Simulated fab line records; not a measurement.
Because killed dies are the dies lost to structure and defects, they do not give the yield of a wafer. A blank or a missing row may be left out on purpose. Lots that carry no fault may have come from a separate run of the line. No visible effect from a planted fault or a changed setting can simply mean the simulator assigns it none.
Which tool was responsible?	flow sky130	24 lots with 72 wafers sampled at 6 steps, on a route of 708 steps

WHAT THE GAUGES SHOWED, per wafer
SKY_CAPM_OVL_MEAS_12.
lot	measured	on	CAPM_OVL (nm)
L074	day 36 20:08	overlay-02	-3.2 -2.2 -2.9
L075	day 37 10:12	overlay-01	0.6 0.5 0.7
L076	day 37 21:56	overlay-01	-1.4 -1.7 -1.0
L077	day 37 23:51	overlay-01	-2.1 -2.1 -3.8
L078	day 38 17:39	overlay-02	-3.7 -2.0 -1.8
L079	day 38 17:45	overlay-01	-3.0 -3.8 -3.1
L080	day 39 04:15	overlay-01	-3.1 -2.4 -2.4
L081	day 39 10:23	overlay-02	-3.1 -2.2 -3.8
L082	day 39 18:38	overlay-01	-1.4 -2.9 -1.8
L083	day 40 18:29	overlay-02	0.8 2.0 0.3
L084	day 40 19:54	overlay-01	-2.9 -2.0 -4.4
L085	day 40 22:24	overlay-02	-1.2 -3.2 -1.7
L086	day 41 11:45	overlay-02	1.6 -0.7 0.7
L087	day 42 02:59	overlay-01	-0.5 -1.0 0.7
L088	day 42 11:35	overlay-02	0.7 1.6 1.4
L089	day 42 16:45	overlay-01	-1.8 -0.9 -2.7
L090	day 42 18:25	overlay-01	-1.4 0.4 -0.6
L091	day 42 21:18	overlay-02	0.7 1.6 1.8
L092	day 42 22:11	overlay-01	-2.7 -1.7 -1.7
L093	day 43 02:18	overlay-01	-0.2 -2.0 -1.5
L094	day 43 06:04	overlay-02	-1.5 -1.6 -2.1
L095	day 44 03:14	overlay-01	-1.1 -0.4 0.4
L096	day 44 03:38	overlay-02	-1.5 -1.0 -0.7
L097	day 44 15:14	overlay-01	-2.3 0.4 0.5

SKY_METAL3_OVL_MEAS_14.
lot	measured	on	METAL3_OVL (nm)
L074	day 37 22:35	overlay-02	11 14 9
L075	day 38 12:27	overlay-02	6 7 4
L076	day 38 23:49	overlay-02	0 1 0
L077	day 39 01:48	overlay-02	8 7 4
L078	day 39 19:25	overlay-01	0 0 3
L079	day 39 19:48	overlay-02	8 4 1
L080	day 40 05:52	overlay-02	-2 2 -3
L081	day 40 12:55	overlay-02	7 6 2
L082	day 40 20:40	overlay-02	-1 -1 2
L083	day 41 19:25	overlay-01	-1 0 2
L084	day 41 20:36	overlay-01	0 -8 -2
L085	day 41 23:07	overlay-01	3 4 4
L086	day 42 12:51	overlay-01	3 4 1
L087	day 43 03:08	overlay-01	-5 -1 -1
L088	day 43 11:36	overlay-02	3 10 11
L089	day 43 16:20	overlay-02	-1 -2 -2
L090	day 43 17:27	overlay-01	7 5 5
L091	day 43 20:30	overlay-02	13 8 1
L092	day 43 21:56	overlay-02	-5 -7 -7
L093	day 44 01:34	overlay-02	13 5 14
L094	day 44 05:06	overlay-01	6 0 6
L095	day 45 01:48	overlay-01	-1 -18 -11
L096	day 45 02:39	overlay-02	1 5 4
L097	day 45 12:40	overlay-01	3 6 -1

SKY_VIA4_OVL_MEAS_11.
lot	measured	on	VIA4_OVL (nm)
L074	day 42 05:29	overlay-01	-0.5 -0.5 -1.6
L075	day 42 19:00	overlay-01	0.0 -0.4 0.3
L076	day 43 05:05	overlay-01	-1.0 -1.0 -1.4
L077	day 43 07:41	overlay-02	-0.3 -1.3 -0.4
L078	day 44 00:17	overlay-02	-1.4 1.3 0.6
L079	day 44 00:23	overlay-01	1.0 -0.3 0.6
L080	day 44 07:41	overlay-02	-3.6 -3.5 -3.0
L081	day 44 14:11	overlay-01	2.0 0.5 0.6
L082	day 44 22:29	overlay-01	-1.2 0.2 0.7
L083	day 45 16:59	overlay-01	1.2 0.9 1.1
L084	day 45 18:27	overlay-01	1.0 -0.2 0.4
L085	day 46 00:09	overlay-01	0.6 0.6 0.3
L086	day 46 07:59	overlay-02	-0.2 -1.3 0.5
L087	day 46 22:05	overlay-01	0.5 1.2 -0.8
L088	day 47 06:08	overlay-02	-1.5 -1.2 -2.2
L089	day 47 07:27	overlay-01	-0.9 0.6 -1.1
L090	day 47 07:50	overlay-01	-0.6 0.4 0.5
L091	day 47 09:05	overlay-01	-1.2 -1.0 -0.8
L092	day 47 11:32	overlay-02	0.9 0.7 -0.6
L093	day 47 16:39	overlay-02	-1.5 -1.3 -0.8
L094	day 47 21:26	overlay-02	-0.6 -0.6 1.0
L095	day 48 13:41	overlay-01	-1.4 -1.1 -0.8
L096	day 48 14:35	overlay-02	2.5 1.2 1.3
L097	day 48 19:49	overlay-02	1.2 2.2 1.1

SKY_METAL5_RS_MEAS_05: a four-point-probe measurement.
lot	measured	on	METAL5_ALCU_RS (ohm/sq)
L074	day 42 07:04	film-metro-04	0.02572 0.02561 0.02578
L075	day 42 20:37	film-metro-04	0.02541 0.02553 0.02555
L076	day 43 06:41	film-metro-03	0.02603 0.0259 0.02587
L077	day 43 09:16	film-metro-03	0.02591 0.02565 0.02561
L078	day 44 01:54	film-metro-04	0.02603 0.02586 0.02598
L079	day 44 02:02	film-metro-02	0.02563 0.02528 0.02538
L080	day 44 09:19	film-metro-02	0.02548 0.0254 0.02532
L081	day 44 15:47	film-metro-02	0.02566 0.02569 0.02578
L082	day 45 00:04	film-metro-03	0.02535 0.02548 0.0255
L083	day 45 18:33	film-metro-02	0.02541 0.02558 0.0255
L084	day 45 20:15	film-metro-03	0.02575 0.02606 0.02588
L085	day 46 01:44	film-metro-04	0.02605 0.02608 0.02606
L086	day 46 09:53	film-metro-03	0.02563 0.026 0.02542
L087	day 47 04:14	film-metro-04	0.02599 0.02562 0.02593
L088	day 47 12:47	film-metro-04	0.02615 0.02621 0.02628
L089	day 47 13:59	film-metro-02	0.02583 0.02611 0.02601
L090	day 47 14:33	film-metro-03	0.02609 0.02588 0.02629
L091	day 47 15:56	film-metro-02	0.02609 0.02573 0.02602
L092	day 47 18:01	film-metro-03	0.0255 0.02557 0.02567
L093	day 47 21:04	film-metro-04	0.02543 0.02599 0.02575
L094	day 48 00:01	film-metro-03	0.02549 0.02541 0.02586
L095	day 48 15:18	film-metro-03	0.02623 0.02631 0.02632
L096	day 48 16:12	film-metro-03	0.02557 0.02545 0.02583
L097	day 48 21:23	film-metro-04	0.02593 0.02586 0.02538

TOOL THAT RAN EACH LOT (tool first, then ch and the chambers of the sampled wafers, then the start)
lot	SKY_CONTACT_ETCH_16	SKY_VIA4_CMP_21
L074	rie-diel-02 ch 0,1,3, day 30 23:50	cmp-01 ch 1,2,3, day 42 06:35
L075	rie-diel-03 ch 1,2,3, day 31 14:59	cmp-01 ch 0,2,3, day 42 20:16
L076	rie-diel-03 ch 0,1,2, day 32 01:23	cmp-01 ch 0,1,2, day 43 06:16
L077	rie-diel-03 ch 1,2, day 32 04:47	cmp-01 ch 0,1,2, day 43 08:53
L078	rie-diel-01 ch 1,2,3, day 32 22:17	cmp-01 ch 0,1, day 44 01:23
L079	rie-diel-02 ch 1,2,3, day 32 23:08	cmp-02 ch 0,2,3, day 44 01:35
L080	rie-diel-01 ch 1,3, day 33 10:09	cmp-02 ch 0,1,3, day 44 08:49
L081	rie-diel-01 ch 1,2, day 33 17:38	cmp-01 ch 0,1,3, day 44 15:20
L082	rie-diel-01 ch 0,1,3, day 34 01:47	cmp-01 ch 1,2,3, day 44 23:38
L083	rie-diel-03 ch 0,1,2, day 35 00:50	cmp-02 ch 1,2,3, day 45 18:04
L084	rie-diel-03 ch 1,2, day 35 03:50	cmp-01 ch 0,3, day 45 19:49
L085	rie-diel-01 ch 0,2,3, day 35 06:14	cmp-01 ch 1,2,3, day 46 01:17
L086	rie-diel-03 ch 0,2,3, day 35 22:50	cmp-02 ch 0,1,2, day 46 09:23
L087	rie-diel-01 ch 1,2,3, day 36 14:29	cmp-01 ch 0,2,3, day 47 03:46
L088	rie-diel-02 ch 1,2,3, day 37 00:56	cmp-01 ch 0,1, day 47 12:20
L089	rie-diel-02 ch 1,2,3, day 37 06:59	cmp-01 ch 0,1,3, day 47 13:35
L090	rie-diel-02 ch 0,1,3, day 37 08:08	cmp-01 ch 1,2,3, day 47 14:08
L091	rie-diel-01 ch 0,1,3, day 37 10:41	cmp-02 ch 0,2,3, day 47 15:27
L092	rie-diel-01 ch 0,2, day 37 11:56	cmp-02 ch 1,3, day 47 17:36
L093	rie-diel-01 ch 0,3, day 37 15:56	cmp-02 ch 0,3, day 47 20:33
L094	rie-diel-02 ch 0,1, day 37 21:35	cmp-02 ch 2,3, day 47 23:36
L095	rie-diel-01 ch 0,1,3, day 38 20:20	cmp-02 ch 1,2,3, day 48 14:55
L096	rie-diel-02 ch 1,2,3, day 38 21:20	cmp-01 ch 1,2,3, day 48 15:44
L097	rie-diel-02 ch 2,3, day 39 12:18	cmp-01 ch 0,2, day 48 20:58
- SKY_CONTACT_ETCH_16: etches BARC in N2/H2, stops on SiO2, time 45.9 s, target depth 60 nm.
- SKY_VIA4_CMP_21: polishes, stops on SiO2, t overpolish 25 s, target thk 0 nm.

WHAT THE TOOLS THEMSELVES READ (means of the sampled wafers that have a number; where no wafer has one, the mark that the record gives instead)
SKY_CONTACT_ETCH_16.
lot	tool	drypump-motor-current-A (A)	oes-product-au (a.u.)	throttle-valve-pct (%)
L074	rie-diel-02	6.3	0.856	13.218
L075	rie-diel-03	5.6	0.851	13.221
L076	rie-diel-03	5.4	0.854	13.219
L077	rie-diel-03	5.5	0.853	13.232
L078	rie-diel-01	6.3	0.857	13.218
L079	rie-diel-02	6.2	0.855	13.221
L080	rie-diel-01	6.5	0.853	13.215
L081	rie-diel-01	6.3	0.855	13.219
L082	rie-diel-01	6.2	0.858	13.227
L083	rie-diel-03	5.4	0.854	13.221
L084	rie-diel-03	5.5	0.858	13.217
L085	rie-diel-01	6.0	0.853	13.222
L086	rie-diel-03	5.5	0.857	13.221
L087	rie-diel-01	6.3	0.858	13.222
L088	rie-diel-02	6.1	0.852	13.225
L089	rie-diel-02	6.2	0.854	13.225
L090	rie-diel-02	6.3	0.851	13.222
L091	rie-diel-01	6.2	0.851	13.235
L092	rie-diel-01	5.7	0.852	13.230
L093	rie-diel-01	6.3	0.851	13.222
L094	rie-diel-02	6.3	0.854	13.227
L095	rie-diel-01	6.2	0.858	13.229
L096	rie-diel-02	6.2	0.855	13.222
L097	rie-diel-02	6.2	0.854	13.219

SKY_VIA4_CMP_21.
lot	tool	motor-current-A (A)	overpolish-run-s (s)	time-to-endpoint-s (s)
L074	cmp-01	12.5	24.996	125
L075	cmp-01	11.7	25.008	127
L076	cmp-01	12.1	25.007	126
L077	cmp-01	11.9	24.995	128
L078	cmp-01	11.0	25.005	123
L079	cmp-02	11.1	25.007	125
L080	cmp-02	10.7	24.995	121
L081	cmp-01	11.3	25.000	116
L082	cmp-01	12.0	24.998	125
L083	cmp-02	11.0	24.997	120
L084	cmp-01	11.1	25.001	123
L085	cmp-01	12.1	25.013	123
L086	cmp-02	11.4	25.004	125
L087	cmp-01	11.2	24.995	121
L088	cmp-01	11.3	25.003	123
L089	cmp-01	11.5	25.007	122
L090	cmp-01	12.0	24.999	123
L091	cmp-02	11.5	24.992	124
L092	cmp-02	9.9	25.008	125
L093	cmp-02	11.3	24.997	123
L094	cmp-02	11.3	25.007	124
L095	cmp-02	10.7	25.002	121
L096	cmp-01	12.3	24.996	120
L097	cmp-01	11.8	24.993	118

THE ANSWER, worked out from the rows above alone
Rule: the usual values come from the lots themselves. The widest of any qualifying gaps counts: lots, ordered by their means at a reading, are off when they make up no more than a third of the lots, leave a main group of 4 or more, and stand apart from it by 3 or more times the standard deviation of that group's means. If all means in a main group match to the digits the tables above print for the reading, that group is not used. A lot without any number at a reading at which 4 lots or more have one is off too. All remaining lots with rows at the step are treated as sound. Order of review: gauges by route order, followed by the tools' own readings, for which a lot's mean as printed above is used. The first step at which some lot is off is used, and at that step the reading that is off furthest; a lot without a number counts as furthest.
None of the lots is off at any reading shown; this tells nothing.

WHAT THE SIMULATOR HAD INSERTED
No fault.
